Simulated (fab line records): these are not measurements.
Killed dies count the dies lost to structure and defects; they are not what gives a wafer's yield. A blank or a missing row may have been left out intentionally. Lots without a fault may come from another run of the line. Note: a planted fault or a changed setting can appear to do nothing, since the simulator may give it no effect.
fab line records	flow sky130
record: lots: 6	wafers: 18	lastDay: 49
route steps=708 shown LDD_N@246 LDD_P@255 PAD_OPEN@708
lots with no fault: from the same line, run without faults
startH: start of the lot's first displayed wafer, in hours after the record's first day	waitH: time in hours since the lot's previous step	" as in the row above	L1.1+2: a single row standing in for several wafers	- either no value or no given start	* or withheld: withheld	< > ~ a bound
route shown NAME@n: a module of which the file shows steps, and the number in the route of the first	usual: mean/standard deviation taken from wafers without a fault	same: alike in all rows	chamber/n: place in a boat	sites: per-site readings	_std_site: standard deviation across them	_edge_site: the outer-site mean with the inner-site mean subtracted	radiusMm: how far each site lies from the wafer's centre	mask NAME#n: copy n	behind: tool/chamber where the wafer was last shaped	hold: why the lot was held/for how many hours/how that ended	device: the n, p or np transistor that did not switch	end of line: tests of these same wafers at the route's end	a step given without rows: its recipe and nothing more	killed: at the first sort, the dies lost to defects and structure; wafer yield is something else	map: the dies of a wafer, with x for killed, . for not killed, _ for no die there
set.NAME: the setting the step ran with; set.NAME@STEP: the setting that earlier step ran with	model.NAME: the simulator's own value behind a step, which no gauge read
lots at selected steps of the route; one table per step, one row per wafer
services: the hour from which a tool's chamber was out of use, counted from the record's first day as startH (under 0 if before that day), plus the number of hours and why
== steps ==
step: SKY_LDD_N_IMPLANT_09
recipe: species: As	energyKev: 20	doseCm2: 7.5e+13	tiltDeg: withheld	rotationDeg: 113
step: SKY_LDD_N_IMPLANT_10
recipe: species: As	energyKev: 20	doseCm2: 7.5e+13	tiltDeg: withheld	rotationDeg: 203
step: SKY_LDD_N_IMPLANT_11
recipe: species: As	energyKev: 20	doseCm2: 7.5e+13	tiltDeg: withheld	rotationDeg: 293
step: SKY_LDD_N_IMPLANT_12
recipe: species: BF2	energyKev: 50	doseCm2: 5e+12	tiltDeg: 30	rotationDeg: 0
step: SKY_LDD_N_IMPLANT_13
recipe: species: BF2	energyKev: 50	doseCm2: 5e+12	tiltDeg: 30	rotationDeg: 90
step: SKY_LDD_N_IMPLANT_14
recipe: species: BF2	energyKev: 50	doseCm2: 5e+12	tiltDeg: 30	rotationDeg: 180
step: SKY_LDD_N_IMPLANT_15
recipe: species: BF2	energyKev: 50	doseCm2: 5e+12	tiltDeg: 30	rotationDeg: 270
step: SKY_LDD_N_STRIP_16
recipe: chemistry: O2/N2	powerW: 1400	pressureMtorr: 1500	platenTempC: withheld	o2FlowSccm: 3000	n2FlowSccm: 300	overashFraction: 0.5
usual: drypumpMotorCurrentA: 5.5/0.37	oesProductAu: 0.406/0.0043	stripTimeToEndpointS: 4.313/0.015
lot.wafer	tool	chamber	startH	waitH	drypumpMotorCurrentA	oesProductAu	rfHoursCounterH	stripTimeToEndpointS
L804.1	plasmaAsher-02	1	410.39	0.1	5.8	0.400	72	4.295
L804.2	"	0	"	"	5.4	0.412	72	4.310
L804.6	"	0	"	"	5.4	0.405	-	4.324
L810.2	plasmaAsher-04	1	493.39	0.1	4.7	0.409	38	4.322
L810.3	"	1	"	"	4.7	0.399	-	4.336
L810.5	"	1	"	"	4.7	0.401	-	4.328
L811.2	plasmaAsher-03	0	500.47	0.1	6.0	0.407	68	4.297
L811.4	"	0	"	"	6.1	0.410	-	4.300
L811.6	"	0	"	"	6.1	0.404	-	4.298
L816.1	plasmaAsher-02	1	525.84	0.1	5.7	0.402	9	4.304
L816.4	"	1	"	"	5.7	0.407	-	4.323
L816.5	"	1	"	"	5.7	0.406	-	4.317
L820.1	plasmaAsher-02	0	566.25	0.1	5.4	0.399	13	4.326
L820.4	"	0	"	"	5.4	0.411	-	4.342
L820.5	"	0	"	"	5.5	0.406	-	4.326
L823.1	plasmaAsher-03	1	579.45	0.1	5.5	0.397	76	4.316
L823.3	"	1	"	"	5.5	0.410	-	4.302
L823.6	"	1	"	"	5.5	0.403	-	4.301
step: SKY_LDD_N_TW_MEAS_17
usual: LDD_N_TW: 2587/34
lot.wafer	tool	chamber	startH	waitH	LDD_N_TW
L804.1	filmMetro-03	-	410.49	0.1	2628
L804.2	"	-	"	"	2620
L804.6	"	-	"	"	2629
L810.2	filmMetro-01	-	493.50	0.1	2568
L810.3	"	-	"	"	2566
L810.5	"	-	"	"	2578
L811.2	filmMetro-03	-	500.58	0.1	2651
L811.4	"	-	"	"	2643
L811.6	"	-	"	"	2629
L816.1	filmMetro-03	-	525.94	0.1	2621
L816.4	"	-	"	"	2628
L816.5	"	-	"	"	2617
L820.1	filmMetro-03	-	566.35	0.1	2649
L820.4	"	-	"	"	2646
L820.5	"	-	"	"	2634
L823.1	filmMetro-04	-	579.55	0.1	2568
L823.3	"	-	"	"	2561
L823.6	"	-	"	"	2563
step: SKY_LDD_P_DEHYDRATE_00
recipe: tempC: 200	timeS: 60
step: SKY_LDD_P_HMDS_01
recipe: primeTimeS: 60	primeTempC: 120
step: SKY_LDD_P_COAT_02
recipe: resist: NOVOLAK	spinRpm: 3000	resistThkNm: 1140
step: SKY_LDD_P_SOFTBAKE_03
recipe: tempC: 90	timeS: 60	resist: NOVOLAK
usual: exhaustPa: 45.1/0.84	heaterPowerTotalW: 56.60/0.044	runLengthS: 89.26/0.27
lot.wafer	tool	chamber	startH	waitH	exhaustPa	heaterPowerTotalW	runLengthS
L804.1	lithoTrack-01	0	426.16	0.1	45.2	56.64	89.50
L804.2	"	0	"	"	45.2	56.62	89.27
L804.6	"	0	"	"	45.0	56.62	89.53
L810.2	lithoTrack-01	0	508.33	0.1	44.1	62.96	73.12
L810.3	"	0	"	"	43.7	62.90	73.12
L810.5	"	0	"	"	43.7	62.99	72.94
L811.2	lithoTrack-01	0	515.53	0.1	45.8	63.00	72.92
L811.4	"	0	"	"	45.4	62.93	73.17
L811.6	"	0	"	"	44.5	62.97	73.14
L816.1	lithoTrack-03	0	540.86	0.1	45.5	56.62	88.86
L816.4	"	0	"	"	45.6	56.56	89.15
L816.5	"	0	"	"	46.0	56.60	88.93
L820.1	lithoTrack-03	0	581.71	0.1	44.6	56.58	88.92
L820.4	"	0	"	"	45.4	56.56	89.01
L820.5	"	0	"	"	46.3	56.63	88.88
L823.1	lithoTrack-02	0	593.90	0.1	44.9	56.58	89.47
L823.3	"	0	"	"	45.9	56.58	89.49
L823.6	"	0	"	"	45.1	56.53	89.58
step: SKY_LDD_P_EXPOSE_04
recipe: maskId: PSDM	na: 0.6	sourceShape: conventional	sigmaOuter: 0.6	polarization: unpolarized	targetCdNm: 380	doseMj: 138
step: SKY_LDD_P_PEB_05
recipe: tempC: withheld	timeS: *	resist: NOVOLAK
step: SKY_LDD_P_DEVELOP_06
recipe: resist: NOVOLAK	developer: TMAH	developTimeS: 60	devTempC: 23
usual: exhaustPa: 45.1/0.83
lot.wafer	tool	chamber	startH	waitH	exhaustPa	model.NOVOLAK_of_LDD_P_COAT_02.thkNm
L804.1	lithoTrack-03	0	440.41	0.1	44.2	1136
L804.2	"	0	"	"	45.9	1136
L804.6	"	0	"	"	45.7	1137
L810.2	lithoTrack-03	0	523.99	0.1	44.7	1146
L810.3	"	0	"	"	45.8	1146
L810.5	"	0	"	"	44.6	1149
L811.2	lithoTrack-01	0	530.23	0.1	43.9	1146
L811.4	"	0	"	"	45.6	1150
L811.6	"	0	"	"	45.3	1146
L816.1	lithoTrack-02	0	556.15	0.1	46.6	1148
L816.4	"	0	"	"	46.8	1143
L816.5	"	0	"	"	44.6	1141
L820.1	lithoTrack-02	0	595.80	0.1	45.5	1142
L820.4	"	0	"	"	45.7	1147
L820.5	"	0	"	"	44.7	1142
L823.1	lithoTrack-01	0	608.41	0.1	46.3	1142
L823.3	"	0	"	"	45.7	1143
L823.6	"	0	"	"	45.5	1142
step: SKY_LDD_P_CD_MEAS_07
recipe: targetCdNm: 380
usual: cdNm: 380.5/2.5
lot.wafer	tool	chamber	startH	waitH	cdNm
L804.1	cdSem-01	-	440.56	0.1	380.9
L804.2	"	-	"	"	383.9
L804.6	"	-	"	"	382.6
L810.2	cdSem-02	-	524.13	0.1	377.7
L810.3	"	-	"	"	375.5
L810.5	"	-	"	"	374.5
L811.2	cdSem-02	-	530.38	0.1	377.8
L811.4	"	-	"	"	375.8
L811.6	"	-	"	"	376.8
L816.1	cdSem-02	-	556.30	0.1	380.9
L816.4	"	-	"	"	380.2
L816.5	"	-	"	"	380.2
L820.1	cdSem-02	-	595.95	0.1	379.2
L820.4	"	-	"	"	380.2
L820.5	"	-	"	"	379.8
L823.1	cdSem-01	-	608.57	0.1	384.9
L823.3	"	-	"	"	384.5
L823.6	"	-	"	"	381.5
step: SKY_PAD_OPEN_PROBE_99
usual: killed_at_M0_to_M3: 42/6.6	killed_at_M4_up: 3.0/1.8	killedAtContacts: 25/5.1	killedAtFrontEnd: 15/4.4	killedAtOther: 0.3/0.56	killedDies: 86/8.6	killedOpen: 47/6.9	killedShort: 38/6
same: grossDies: 492	killedAtBackSide: 0
lot.wafer	tool	chamber	startH	waitH	killed_at_M0_to_M3	killed_at_M4_up	killedAtContacts	killedAtFrontEnd	killedAtOther	killedDies	killedOpen	killedShort
L804.1	prober-01	-	1081.23	0.1	47	4	28	12	0	91	51	40
L804.2	prober-01	-	1081.28	0.1	55	1	25	19	1	101	54	47
L804.6	prober-01	-	1081.48	0.2	51	1	19	16	0	87	49	38
L810.2	prober-01	-	1131.98	0.1	37	4	25	16	0	82	46	36
L810.3	prober-01	-	1132.03	0.2	39	1	20	15	1	76	48	28
L810.5	prober-01	-	1132.13	0.2	41	2	17	15	0	75	47	28
killed by level:class
L804.1 VIA2:geometricParticle:open=12 LI_CONTACT:geometricParticle:open=9 METAL2:geometricParticle:short=8 CONTACT:geometricParticle:open=7 VIA1:geometricParticle:open=6 VIA3:geometricParticle:open=6 POLY_GATE:geometricParticle:short=5 POLY_GATE:geometricParticle:open=5
L804.2 VIA1:geometricParticle:open=16 VIA2:geometricParticle:open=13 CONTACT:geometricParticle:short=10 VIA3:geometricParticle:open=8 POLY_GATE:geometricParticle:short=7 CONTACT:geometricParticle:open=6 FIELD_ISO:geometricParticle:short=4 VIA1:geometricParticle:short=4
L804.6 VIA1:geometricParticle:open=11 VIA2:geometricParticle:open=9 CONTACT:geometricParticle:open=7 VIA3:geometricParticle:open=7 METAL2:geometricParticle:short=6 LI_CONTACT:geometricParticle:open=5 CONTACT:geometricParticle:short=5 METAL1:geometricParticle:short=4
L810.2 VIA1:geometricParticle:open=10 LI_CONTACT:geometricParticle:open=7 VIA3:geometricParticle:open=7 FIELD_ISO:geometricParticle:short=6 CONTACT:geometricParticle:open=6 FIELD_ISO:geometricParticle:open=5 METAL2:geometricParticle:short=5 CONTACT:geometricParticle:short=4
L810.3 VIA1:geometricParticle:open=12 CONTACT:geometricParticle:open=9 VIA2:geometricParticle:open=6 VIA3:geometricParticle:open=6 CONTACT:geometricParticle:short=5 METAL1:geometricParticle:short=5 VIA2:geometricParticle:short=4 FIELD_ISO:geometricParticle:open=3
L810.5 VIA1:geometricParticle:open=10 VIA3:geometricParticle:open=7 CONTACT:geometricParticle:open=7 LI_CONTACT:geometricParticle:open=5 METAL1:geometricParticle:short=5 METAL2:geometricParticle:short=5 FIELD_ISO:geometricParticle:short=4 FIELD_ISO:geometricParticle:open=4
== services ==
tool	chamber	startH	hours	kind
plasmaAsher-04	-	417.88	3.2	repair
plasmaAsher-02	-	421.25	9.0	pm
plasmaAsher-02	0	421.25	9.0	ventCycle
plasmaAsher-02	1	421.25	9.0	ventCycle
plasmaAsher-02	0	430.25	-	clean
plasmaAsher-02	1	430.25	-	clean
plasmaAsher-02	-	450.72	2.8	pm
lithoTrack-02	-	451.83	-	consumableReplace:filter
plasmaAsher-03	-	585.14	5.2	repair
== key ==
firstSign: step: SKY_LDD_P_SOFTBAKE_03	reading: heaterPowerTotalW	direction: up	sigmas: 99+	usual: *	struck: *
effect: step: SKY_LDD_P_SOFTBAKE_03	reading: runLengthS	direction: down	sigmas: 60	usual: *	struck: *
modelEffect: step: SKY_LDD_P_DEVELOP_06	value: NOVOLAK_of_LDD_P_COAT_02.thkNm	without: 1140	struck: 1147
metAt SKY_LDD_P_SOFTBAKE_03
struckWafers L810.2,L810.3,L810.5,L811.2,L811.4,L811.6
testerLeftOut L810,L811
onsetBetween 426.16 508.33
fault: kind: processParameterDrift	tool: lithoTrack-01	chamber: -	onsetH: 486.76	steps: SKY_LDD_P_SOFTBAKE_03	channel: timeS	offset: *	shape: step	endH: 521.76	actsIn: *	stated: *
testerLeftOut: of these lots the tester's yield and bins aren't shown, on N5 and GAA mostly nor the transistor test; their killed dies are dies lost to structure and defects alone, not to doping, threshold or leakage, so they don't give the yield
